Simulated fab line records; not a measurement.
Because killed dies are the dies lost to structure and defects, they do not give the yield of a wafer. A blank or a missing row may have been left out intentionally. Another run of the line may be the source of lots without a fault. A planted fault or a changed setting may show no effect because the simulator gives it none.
fab line records + flow sfqLine
record:
- lots: 6
- wafers: 16
- lastDay: 94
route steps=325 shown M4@162 I4@163
lots with no fault: from the same line, run without faults
startH: the number of hours between the record's first day and the start of the first shown wafer of the lot + waitH: hours since the lot's step before + " unchanged from the row above + L1.1+2: several wafers, shown together as one row + - either no value or no given start + * or withheld: withheld + < > ~ a bound
route shown NAME@n: names a module that has steps shown in the file, with the first one's number in the route + usual: the fault-free wafers' mean and standard deviation + same: alike in all rows + chamber/n: place in a boat + sites: each site's reading + _std_site: the standard deviation of these + _edge_site: mean of outer sites minus mean of inner sites + radiusMm: for every site, how far away it sits from the centre of the wafer + mask NAME#n: copy n + behind: the tool/chamber that last shaped the wafer + hold: reason for holding the lot/hours on hold/outcome of the hold + device: names the non-switching transistor (n, p or np) + end of line: tests of these same wafers at the route's end + for a step that has no rows: nothing shown but its recipe + killed: dies lost to structure and defects at the first sort, not the wafer's yield + map: dies across one wafer; x = killed, . = not, _ = none there
set.NAME: setting as actually run; set.NAME@STEP: the setting as run at that earlier step + model.NAME: the simulator's own value behind a step, which no gauge read
lots at selected steps of the route; one table per step, one row per wafer
services: from which hour (startH, from the record's first day; less than 0 if before it) a tool's chamber was out of use, for how many hours, and why
== steps ==
step: SFQ_TRILAYER_M4_STRIP_SOLV_CLEAN_098
recipe:
- chemistry: NMP
- tempC: 70
- timeS: 600
step: SFQ_TRILAYER_I4_DEP_PECVD_099
recipe:
- material: SiO2
- tempC: 150
- timeS: 111.11
- pressureTorr: 2.4
- rfW: 183.3
- precursor: SiH4/N2O
- targetThkNm: 500
usual:
- heaterPowerW: 93/12
- throttleValvePct: 25.1/1.7
| lot.wafer | tool     | chamber | startH  | waitH | heaterPowerW | throttleValvePct |
|-----------|----------|---------|---------|-------|--------------|------------------|
| L744.2    | pecvd-01 | 1       | 1306.37 | 0.0   | 92           | 28.5             |
| L744.3    | "        | 2       | "       | "     | 107          | 26.0             |
| L744.5    | "        | 2       | "       | "     | 107          | 26.0             |
| L748.2    | pecvd-04 | 2       | 1352.09 | 0.0   | 105          | 22.6             |
| L748.4    | "        | 1       | "       | "     | 73           | 24.8             |
| L748.6    | "        | 0       | "       | "     | 106          | 23.9             |
| L754.2    | pecvd-04 | 0       | 1417.89 | 0.0   | 98           | 24.2             |
| L754.3    | "        | 1       | "       | "     | 88           | 25.2             |
| L754.6    | "        | 1       | "       | "     | 73           | 25.2             |
| L756.4    | pecvd-04 | 2       | 1433.53 | 0.0   | 104          | 23.0             |
| L756.6    | "        | 0       | "       | "     | 104          | 24.1             |
| L757.3    | pecvd-04 | 0       | 1438.59 | 0.0   | 100          | 24.0             |
| L757.6    | "        | 1       | "       | "     | 84           | 25.2             |
| L764.4    | pecvd-03 | 1       | 1480.58 | 0.0   | 86           | 23.3             |
| L764.5    | "        | 0       | "       | "     | 105          | 25.0             |
| L764.6    | "        | 2       | "       | "     | 80           | 22.6             |
step: SFQ_TRILAYER_I4_CMP_CMP_100
recipe:
- material: SiO2
- downForcePsi: 3
- platenRpm: 60
- padVelocityMS: 0.94248
usual:
- motorCurrentA: 10.2/0.98
- slurryFlowMlMin: 149.9/0.48
- timeToEndpointS: 218/8.9
| lot.wafer | tool   | chamber | startH  | waitH | motorCurrentA | slurryFlowMlMin | timeToEndpointS |
|-----------|--------|---------|---------|-------|---------------|-----------------|-----------------|
| L744.3    | cmp-01 | 0       | 1307.00 | 0.6   | 10.6          | 150.2           | 204             |
| L744.2    | "      | 1       | "       | "     | 10.0          | 149.1           | 210             |
| L744.5    | "      | 0       | 1309.00 | 2.6   | 10.8          | 149.8           | 209             |
| L748.4    | cmp-02 | 2       | 1352.17 | 0.0   | 11.0          | 149.9           | 214             |
| L748.2    | "      | 1       | 1353.67 | 1.5   | 10.2          | 150.0           | 230             |
| L748.6    | "      | 2       | "       | "     | 11.2          | 150.4           | 213             |
| L754.3    | cmp-01 | 1       | 1426.87 | 8.9   | 10.5          | 149.7           | 212             |
| L754.2    | "      | 2       | "       | "     | 9.8           | 150.3           | 206             |
| L754.6    | "      | 1       | 1428.87 | 10.9  | 10.3          | 149.7           | 217             |
| L756.4    | cmp-01 | 0       | 1441.37 | 7.8   | 10.7          | 150.0           | 217             |
| L756.6    | "      | 0       | 1443.37 | 9.8   | 10.9          | 149.3           | 222             |
| L757.3    | cmp-02 | 3       | 1445.44 | 6.8   | 10.3          | 149.9           | 217             |
| L757.6    | "      | 1       | 1446.44 | 7.8   | 10.7          | 150.0           | 232             |
| L764.4    | cmp-02 | 2       | 1486.44 | 5.8   | 10.7          | 150.5           | 204             |
| L764.6    | "      | 2       | 1488.44 | 7.8   | 11.2          | 149.9           | 212             |
| L764.5    | "      | 3       | "       | "     | 10.2          | 150.1           | 228             |
step: SFQ_I4_BOW_MEAS_927
recipe:
- mode: bow
usual:
- I4_BOW: 4/9.1
| lot.wafer | tool         | chamber | startH  | waitH | I4_BOW[um] |
|-----------|--------------|---------|---------|-------|------------|
| L744.2    | filmMetro-04 | -       | 1309.52 | 1.5   | -6         |
| L744.3    | "            | -       | "       | "     | -4         |
| L744.5    | "            | -       | "       | "     | -16        |
| L748.2    | filmMetro-01 | -       | 1355.19 | 1.0   | -3         |
| L748.4    | "            | -       | "       | "     | -5         |
| L748.6    | "            | -       | "       | "     | -7         |
| L754.2    | filmMetro-01 | -       | 1429.39 | 1.5   | 0          |
| L754.3    | "            | -       | "       | "     | 5          |
| L754.6    | "            | -       | "       | "     | 0          |
| L756.4    | filmMetro-04 | -       | 1444.43 | 2.6   | 9          |
| L756.6    | "            | -       | "       | "     | -1         |
| L757.3    | filmMetro-02 | -       | 1447.48 | 1.5   | -11        |
| L757.6    | "            | -       | "       | "     | 6          |
| L764.4    | filmMetro-01 | -       | 1489.50 | 2.6   | 11         |
| L764.5    | "            | -       | "       | "     | 13         |
| L764.6    | "            | -       | "       | "     | 7          |
step: SFQ_TRILAYER_I4_METRO_MEASURE_101
usual:
- thkNm: 200.2/1.1
| lot.wafer | tool         | chamber | startH  | waitH | thkNm |
|-----------|--------------|---------|---------|-------|-------|
| L744.2    | filmMetro-04 | -       | 1309.82 | 0.3   | 199.8 |
| L744.3    | "            | -       | "       | "     | 199.1 |
| L744.5    | "            | -       | "       | "     | 199.0 |
| L748.2    | filmMetro-01 | -       | 1355.49 | 0.3   | 200.0 |
| L748.4    | "            | -       | "       | "     | 197.3 |
| L748.6    | "            | -       | "       | "     | 197.5 |
| L754.2    | filmMetro-01 | -       | 1429.69 | 0.3   | 198.5 |
| L754.3    | "            | -       | "       | "     | 200.4 |
| L754.6    | "            | -       | "       | "     | 199.7 |
| L756.4    | filmMetro-04 | -       | 1445.09 | 0.6   | 200.4 |
| L756.6    | "            | -       | "       | "     | 199.6 |
| L757.3    | filmMetro-02 | -       | 1447.96 | 0.5   | 199.2 |
| L757.6    | "            | -       | "       | "     | 201.5 |
| L764.4    | filmMetro-01 | -       | 1490.16 | 0.6   | 200.4 |
| L764.5    | "            | -       | "       | "     | 201.5 |
| L764.6    | "            | -       | "       | "     | 199.9 |
step: SFQ_TRILAYER_I4_VIA_LITHO_COAT_108
recipe:
- resist: BARC
- spinRpm: 3000
- resistThkNm: 62
step: SFQ_TRILAYER_I4_VIA_LITHO_COAT_103
recipe:
- resist: KrF
- spinRpm: 3000
- resistThkNm: 650
step: SFQ_TRILAYER_I4_VIA_LITHO_SOFTBAKE_107
recipe:
- tempC: withheld
- timeS: withheld
- resist: KrF
step: SFQ_TRILAYER_I4_VIA_LITHO_EXPOSE_104
recipe:
- maskId: I4
- na: 0.6
- sourceShape: conventional
- sigmaOuter: 0.65
- targetCdNm: 700
- doseMj: 21.3
step: SFQ_TRILAYER_I4_VIA_LITHO_PEB_106
recipe:
- pebTempC: 115
- pebTimeS: 60
- resist: KrF
step: SFQ_TRILAYER_I4_VIA_LITHO_DEVELOP_105
recipe:
- timeS: 60
- resist: KrF
step: SFQ_I4_OVL_MEAS_928
usual:
- I4_OVL: 3/5.7
| lot.wafer | tool       | chamber | startH  | waitH | I4_OVL[nm] |
|-----------|------------|---------|---------|-------|------------|
| L744.2    | overlay-02 | -       | 1431.30 | 0.1   | 4          |
| L744.3    | "          | -       | "       | "     | 3          |
| L744.5    | "          | -       | "       | "     | 0          |
| L748.2    | overlay-01 | -       | 1472.22 | 0.1   | -6         |
| L748.4    | "          | -       | "       | "     | -2         |
| L748.6    | "          | -       | "       | "     | -6         |
| L754.2    | overlay-02 | -       | 1534.87 | 0.1   | 8          |
| L754.3    | "          | -       | "       | "     | 0          |
| L754.6    | "          | -       | "       | "     | 2          |
| L756.4    | overlay-02 | -       | 1549.41 | 0.1   | 4          |
| L756.6    | "          | -       | "       | "     | 5          |
| L757.3    | overlay-01 | -       | 1554.20 | 0.1   | 0          |
| L757.6    | "          | -       | "       | "     | -1         |
| L764.4    | overlay-02 | -       | 1590.34 | 0.1   | -7         |
| L764.5    | "          | -       | "       | "     | -2         |
| L764.6    | "          | -       | "       | "     | -5         |
step: SFQ_TRILAYER_I4_VIA_BARC_OPEN_VIA_ETCH_146
recipe:
- maskMaterial: PR
- chemistry: O2
- targetDepthNm: 125
- target: BARC
- sourceW: 500
- biasW: 80
- pressureMtorr: 30
- timeS: 41.7
usual:
- chamberPressureMTorr: 29.998/0.026
- drypumpMotorCurrentA: 5.5/0.35
- oesProductAu: 0.685/0.0049
| lot.wafer | tool       | chamber | startH  | waitH | chamberPressureMTorr | drypumpMotorCurrentA | oesProductAu | rfHoursCounterH | model.KrF_of_TRILAYER_I4_VIA_LITHO_COAT_103.thkNm |
|-----------|------------|---------|---------|-------|----------------------|----------------------|--------------|-----------------|---------------------------------------------------|
| L744.2    | rieDiel-04 | 1       | 1431.33 | 0.0   | 29.945               | 5.9                  | 0.680        | 2               | 576.1                                             |
| L744.3    | "          | 3       | "       | "     | 30.010               | 5.5                  | 0.678        | 7               | 576.1                                             |
| L744.5    | "          | 0       | "       | "     | 30.009               | 5.0                  | 0.681        | -               | 576                                               |
| L748.2    | rieDiel-01 | 3       | 1472.25 | 0.0   | 29.976               | 5.6                  | 0.680        | 11              | 576.1                                             |
| L748.4    | "          | 2       | "       | "     | 29.991               | 6.4                  | 0.683        | 12              | 578.2                                             |
| L748.6    | "          | 0       | "       | "     | 29.999               | 5.6                  | 0.685        | -               | 576.7                                             |
| L754.2    | rieDiel-01 | 0       | 1534.90 | 0.0   | 29.996               | 5.7                  | 0.688        | 13              | 574.5                                             |
| L754.3    | "          | 2       | "       | "     | 29.964               | 6.3                  | 0.693        | 13              | 574.6                                             |
| L754.6    | "          | 3       | "       | "     | 30.016               | 5.6                  | 0.689        | -               | 575.7                                             |
| L756.4    | rieDiel-04 | 0       | 1549.43 | 0.0   | 30.024               | 5.0                  | 0.688        | 13              | 575.9                                             |
| L756.6    | "          | 3       | "       | "     | 30.005               | 5.5                  | 0.690        | -               | 586.6                                             |
| L757.3    | rieDiel-04 | 3       | 1554.23 | 0.0   | 29.973               | 5.5                  | 0.692        | 9               | 586                                               |
| L757.6    | "          | 2       | "       | "     | 30.051               | 4.9                  | 0.677        | -               | 586.5                                             |
| L764.4    | rieDiel-03 | 1       | 1590.35 | 0.0   | 30.019               | 5.6                  | 0.679        | 17              | 573.4                                             |
| L764.5    | "          | 0       | "       | "     | 30.022               | 5.6                  | 0.678        | -               | 574.4                                             |
| L764.6    | "          | 3       | "       | "     | 29.943               | 5.3                  | 0.693        | -               | 577.7                                             |
step: SFQ_TRILAYER_I4_VIA_ETCH_VIA_ETCH_106
recipe:
- target: SiO2
- stopOn: Nb
- maskMaterial: PR
- taperDeg: 20
- chemistry: CHF3
- targetDepthNm: 260
- sourceW: 500
- biasW: 80
- pressureMtorr: 30
- timeS: withheld
usual:
- chamberPressureMTorr: 30.000/0.029
- drypumpMotorCurrentA: 5.5/0.35
- oesProductAu: 0.855/0.0051
| lot.wafer | tool       | chamber | startH  | waitH | chamberPressureMTorr | drypumpMotorCurrentA | oesProductAu | model.KrF_of_TRILAYER_I4_VIA_LITHO_COAT_103.thkNm |
|-----------|------------|---------|---------|-------|----------------------|----------------------|--------------|---------------------------------------------------|
| L744.2    | rieDiel-04 | 1       | 1431.37 | 0.0   | 29.979               | 5.9                  | 0.855        | 531.4                                             |
| L744.3    | "          | 3       | "       | "     | 30.049               | 5.4                  | 0.848        | 531.4                                             |
| L744.5    | "          | 0       | "       | "     | 30.015               | 5.0                  | 0.846        | 531.9                                             |
| L748.2    | rieDiel-01 | 3       | 1472.29 | 0.0   | 29.963               | 5.6                  | 0.855        | 532.1                                             |
| L748.4    | "          | 2       | "       | "     | 29.977               | 6.3                  | 0.852        | 534.2                                             |
| L748.6    | "          | 0       | "       | "     | 30.009               | 5.6                  | 0.846        | 531.9                                             |
| L754.2    | rieDiel-01 | 0       | 1534.94 | 0.0   | 29.972               | 5.7                  | 0.843        | 529.7                                             |
| L754.3    | "          | 2       | "       | "     | 30.041               | 6.3                  | 0.851        | 530.8                                             |
| L754.6    | "          | 3       | "       | "     | 30.033               | 5.6                  | 0.858        | 531.7                                             |
| L756.4    | rieDiel-04 | 0       | 1549.47 | 0.0   | 30.033               | 5.0                  | 0.859        | 532                                               |
| L756.6    | "          | 3       | "       | "     | 30.011               | 5.5                  | 0.843        | 542.1                                             |
| L757.3    | rieDiel-04 | 3       | 1554.27 | 0.0   | 30.026               | 5.5                  | 0.845        | 541                                               |
| L757.6    | "          | 2       | "       | "     | 29.994               | 4.9                  | 0.855        | 541.5                                             |
| L764.4    | rieDiel-03 | 1       | 1590.39 | 0.0   | 29.965               | 5.6                  | 0.854        | 527.8                                             |
| L764.5    | "          | 0       | "       | "     | 30.004               | 5.6                  | 0.857        | 529.8                                             |
| L764.6    | "          | 3       | "       | "     | 30.018               | 5.3                  | 0.853        | 534.3                                             |
step: SFQ_TRILAYER_I4_VIA_STRIP_STRIP_107
recipe:
- gas: O2
- powerW: 200
- platenTempC: 40
- overashFraction: 0.65
- chemistry: O2
- pressureMtorr: 50
usual:
- chamberPressureMTorr: 50.00/0.045
- drypumpMotorCurrentA: 5.35/0.16
- oesProductAu: 1.002/0.0095
- platenTempC: 40.01/0.12
| lot.wafer | tool        | chamber | startH  | waitH | chamberPressureMTorr | drypumpMotorCurrentA | oesProductAu | platenTempC | rfHoursCounterH |
|-----------|-------------|---------|---------|-------|----------------------|----------------------|--------------|-------------|-----------------|
| L744.2    | rieMetal-01 | 1       | 1431.48 | -     | 49.95                | 5.37                 | 1.014        | 40.00       | 119             |
| L744.3    | "           | 0       | "       | "     | 49.94                | 5.37                 | 0.998        | 39.82       | -               |
| L744.5    | "           | 0       | "       | "     | 50.01                | 5.38                 | 0.999        | 40.02       | -               |
| L748.2    | rieMetal-01 | 0       | 1472.41 | -     | 50.03                | 5.40                 | 1.000        | 39.95       | 58              |
| L748.4    | "           | 0       | "       | "     | 50.01                | 5.37                 | 1.008        | 39.83       | -               |
| L748.6    | "           | 0       | "       | "     | 50.05                | 5.36                 | 0.997        | 40.17       | -               |
| L754.2    | rieMetal-01 | 1       | 1535.06 | -     | 50.05                | 5.34                 | 1.028        | 39.88       | 1               |
| L754.3    | "           | 1       | "       | "     | 50.04                | 5.35                 | 1.022        | 40.05       | -               |
| L754.6    | "           | 1       | "       | "     | 49.97                | 5.35                 | 1.009        | 39.84       | -               |
| L756.4    | rieMetal-04 | 1       | 1549.78 | -     | 50.00                | 5.18                 | 0.998        | 40.21       | -               |
| L756.6    | "           | 1       | "       | "     | 50.01                | 5.16                 | 0.988        | 40.08       | -               |
| L757.3    | rieMetal-04 | 1       | 1554.58 | -     | 49.97                | 5.17                 | 1.004        | 40.03       | -               |
| L757.6    | "           | 1       | "       | "     | 50.03                | 5.20                 | 1.005        | 40.09       | -               |
| L764.4    | rieMetal-01 | 1       | 1590.71 | -     | 50.11                | 5.38                 | 1.009        | 40.18       | -               |
| L764.5    | "           | 0       | "       | "     | 49.96                | 5.41                 | 0.999        | 39.91       | -               |
| L764.6    | "           | 1       | "       | "     | 49.97                | 5.36                 | 1.006        | 39.83       | -               |
== services ==
| tool         | chamber | startH  | hours | kind   |
|--------------|---------|---------|-------|--------|
| rieMetal-01  | -       | 1283.99 | 0.2   | repair |
| filmMetro-01 | -       | 1286.18 | 0.3   | pm     |
| rieDiel-01   | 2       | 1289.97 | 3.2   | repair |
| rieMetal-01  | -       | 1298.96 | 3.5   | repair |
| pecvd-04     | -       | 1315.20 | 0.9   | repair |
| cmp-01       | -       | 1315.50 | 5.2   | pm     |
| filmMetro-01 | -       | 1327.24 | 3.1   | pm     |
| rieMetal-01  | -       | 1327.37 | 14.6  | pm     |
| filmMetro-01 | -       | 1330.34 | 0.3   | pm     |
| cmp-02       | -       | 1333.88 | 5.1   | repair |
| rieDiel-01   | 1       | 1366.84 | 4.5   | repair |
| pecvd-04     | -       | 1369.67 | 1.0   | repair |
| filmMetro-01 | -       | 1378.27 | 0.6   | pm     |
| pecvd-04     | -       | 1381.06 | 6.0   | pm     |
| rieDiel-01   | 3       | 1408.22 | 6.4   | repair |
| rieDiel-04   | 2       | 1421.83 | 13.2  | repair |
| rieDiel-04   | 1       | 1427.67 | 1.9   | repair |
| rieDiel-01   | 1       | 1478.17 | 5.8   | repair |
| pecvd-04     | 1       | 1505.02 | 11.0  | repair |
| rieMetal-01  | -       | 1519.04 | 4.3   | pm     |
| filmMetro-01 | -       | 1531.86 | 0.5   | pm     |
| rieDiel-01   | -       | 1546.82 | 2.8   | pm     |
| filmMetro-01 | -       | 1572.24 | 0.7   | pm     |
| filmMetro-01 | -       | 1573.80 | 1.1   | pm     |
== key ==
firstSign none at tools or gauges
modelEffect:
- step: SFQ_TRILAYER_I4_VIA_BARC_OPEN_VIA_ETCH_146
- value: KrF_of_TRILAYER_I4_VIA_LITHO_COAT_103.thkNm
- without: 574.8
- struck: 586.4
modelEffect:
- step: SFQ_TRILAYER_I4_VIA_ETCH_VIA_ETCH_106
- value: KrF_of_TRILAYER_I4_VIA_LITHO_COAT_103.thkNm
- without: 529.9
- struck: 541.5
metAt SFQ_TRILAYER_I4_VIA_BARC_OPEN_VIA_ETCH_146
struckWafers L756.6,L757.3,L757.6
onsetBetween 1431.33 1549.43
fault:
- kind: processParameterDrift
- tool: rieDiel-04
- chamber: -
- onsetH: 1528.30
- steps: SFQ_TRILAYER_I4_VIA_BARC_OPEN_VIA_ETCH_146
- channel: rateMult
- offset: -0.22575
- shape: step
- endH: 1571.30
- scope: struckWafersOnly
